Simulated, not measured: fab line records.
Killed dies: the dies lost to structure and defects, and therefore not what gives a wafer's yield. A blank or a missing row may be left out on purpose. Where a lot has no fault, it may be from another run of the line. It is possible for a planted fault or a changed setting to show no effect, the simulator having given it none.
Which of the tools did it? / flow sky130 / at 1 step of a route of 708, 6 lots with 18 wafers sampled

== WHAT THE GAUGES READ, wafer by wafer ==
SKY_DNWELL_TW_MEAS_09.
lot=L885; measured=day 3 17:22; on=film-metro-03; DNWELL_TW=1101 1107 1105
lot=L888; measured=day 4 10:07; on=film-metro-03; DNWELL_TW=1111 1109 1111
lot=L894; measured=day 5 12:41; on=film-metro-04; DNWELL_TW=1111 1106 1111
lot=L897; measured=day 6 10:07; on=film-metro-01; DNWELL_TW=1101 1101 1107
lot=L899; measured=day 6 21:31; on=film-metro-01; DNWELL_TW=1096 1096 1103
lot=L906; measured=day 8 09:31; on=film-metro-03; DNWELL_TW=1097 1104 1104

== WHAT TOOL EACH LOT RAN ON (gives the tool, then ch and the chambers of the sampled wafers, and finally the start) ==
Before these readings, the record contains no process step.

== THE ANSWER, worked out from the rows above alone ==
Rule: the usual values come from the lots themselves. Put in order of their means at a reading, lots are off if they are a third of the lots or fewer, leave a main group of 4 or more, and stand apart from it by a gap of 3 or more times the standard deviation of the main group's means; of several such gaps the widest counts. If all means in a main group match to the digits the tables above print for the reading, that group is not used. Also off: a lot with no number at a reading for which 4 or more lots have one. Any other lot the step has rows for is counted as sound.
None of the lots is off at any reading shown; this tells nothing.

== WHAT WAS PUT IN BY THE SIMULATOR ==
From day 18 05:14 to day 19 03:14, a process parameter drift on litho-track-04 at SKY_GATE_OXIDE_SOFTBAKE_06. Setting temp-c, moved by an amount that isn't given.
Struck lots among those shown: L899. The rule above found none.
